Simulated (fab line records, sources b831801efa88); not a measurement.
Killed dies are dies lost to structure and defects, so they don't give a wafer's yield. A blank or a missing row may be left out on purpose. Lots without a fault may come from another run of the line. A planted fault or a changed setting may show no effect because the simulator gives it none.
Problem report in the 8D (eight disciplines) form, filled by code | flow sfq_line | the parts of the form that need people (team, actions taken, sign-off) are left out

1. THE PROBLEM
JJ_NB_RS at SFQ_JJ_RS_MEAS_929 reads a mean of 1.173 ohm/sq on 3 wafers of 2 lots; wafers without a fault read 1.052 ohm/sq with a standard deviation of 0.0096. That is +13 standard deviations from the usual mean.
The step: measures by four-point-probe.
First seen on wafer L189.1, day 50 12:03, on film_metro-03. The record holds 42 wafers of 14 lots with a number at this step. Rule for "out", or "out of limits": more than 4 standard deviations from the usual mean. The other wafers with a number count as sound.

2. WHAT IT IS AND WHAT IT IS NOT
question                    | is                     | is not
which readings at this step | JJ_NB_RS               | -
which lots                  | L189, L192             | L180, L181, L182, L183, L187, L188, L190, L193, L196, L198, L200, L202
which wafers of those lots  | L189.1, L189.3, L192.3 | L189.6, L192.2, L192.6
read on which gauges        | film_metro-03          | film_metro-01, film_metro-02
when                        | from day 50 12:03      | up to then (19 sound wafers); but 20 sound wafers of L190, L192, L193, L196, L198, L200, L202 came after

3. SUSPECTS, AND WHAT RULES EACH OUT
Counting: a tool at a process step up to the reading stays a suspect if it ran every lot that is out. Sound lots after the first of them don't rule it out here, since some wafers of a struck lot are sound.
- the gauge at SFQ_JJ_RS_MEAS_929: ruled out. All the wafers that are out were read on film_metro-03, but those of them that SFQ_TRILAYER_JJ_CE_ETCH_RIE_118 has rows for are out there too, on other tools.
- rie_metal-04 at SFQ_TRILAYER_M0_STRIP_STRIP_025 (strips in O2): kept. It ran every lot that is out, first L189 (day 8 18:10); its last sound lot up to then is L187 (day 8 09:46).
- pvd_sputter-05 at SFQ_TRILAYER_JJ_TRILAYER_DEP_SPUTTER_112 (material Nb, target thk 170 nm, time 113.3 s): kept. It ran every lot that is out, first L189 (day 50 11:58); its last sound lot up to then is L187 (day 50 07:48).
Left after counting: rie_metal-04 at SFQ_TRILAYER_M0_STRIP_STRIP_025, pvd_sputter-05 at SFQ_TRILAYER_JJ_TRILAYER_DEP_SPUTTER_112.

4. THE CAUSE (what the simulator had put in)
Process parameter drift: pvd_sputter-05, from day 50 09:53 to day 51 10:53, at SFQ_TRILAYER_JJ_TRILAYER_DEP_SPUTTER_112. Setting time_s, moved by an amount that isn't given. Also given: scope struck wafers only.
Counting left 2 suspects, and this tool is among them.

5. THE CHAIN OF EFFECTS, in route order
Each row: a reading whose mean over the struck wafers that have a number lies more than 3 standard deviations from the usual. Only readings for which the record gives a usual standard deviation are gone through. hours: the time from each lot's start at the first step in this table that gives one to its start at this step, as a median over the lots. sigmas: the change in usual standard deviations.
hours | step                            | reading        | usual        | on struck wafers | change | sigmas
0     | SFQ_JJ_RS_MEAS_929              | JJ_NB_RS       | 1.052 ohm/sq | 1.173            | +0.121 | +13
128   | SFQ_TRILAYER_JJ_CE_ETCH_RIE_118 | oes_product_au | 0.988 a.u.   | 0.937            | -0.051 | -8.1
The process steps in it:
- SFQ_TRILAYER_JJ_CE_ETCH_RIE_118: chemistry SF6, target Nb, stops on Al2O3, time 97.7 s, target depth 170 nm.

6. WHAT WOULD HAVE CAUGHT IT SOONER
In this record the first reading out of limits at a measuring or inspecting step was taken at day 50 12:03, 2 hours after the fault began at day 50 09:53.
Of the tool readings at SFQ_TRILAYER_JJ_TRILAYER_DEP_SPUTTER_112 for which the record gives a usual standard deviation, none was out on any struck wafer, so an alarm limit of 4 standard deviations on them would not have fired.
Of the lots that are out (2), L192 began SFQ_TRILAYER_JJ_TRILAYER_DEP_SPUTTER_112 on pvd_sputter-05 after day 50 12:03. A hold on the tool at that time would have spared it.
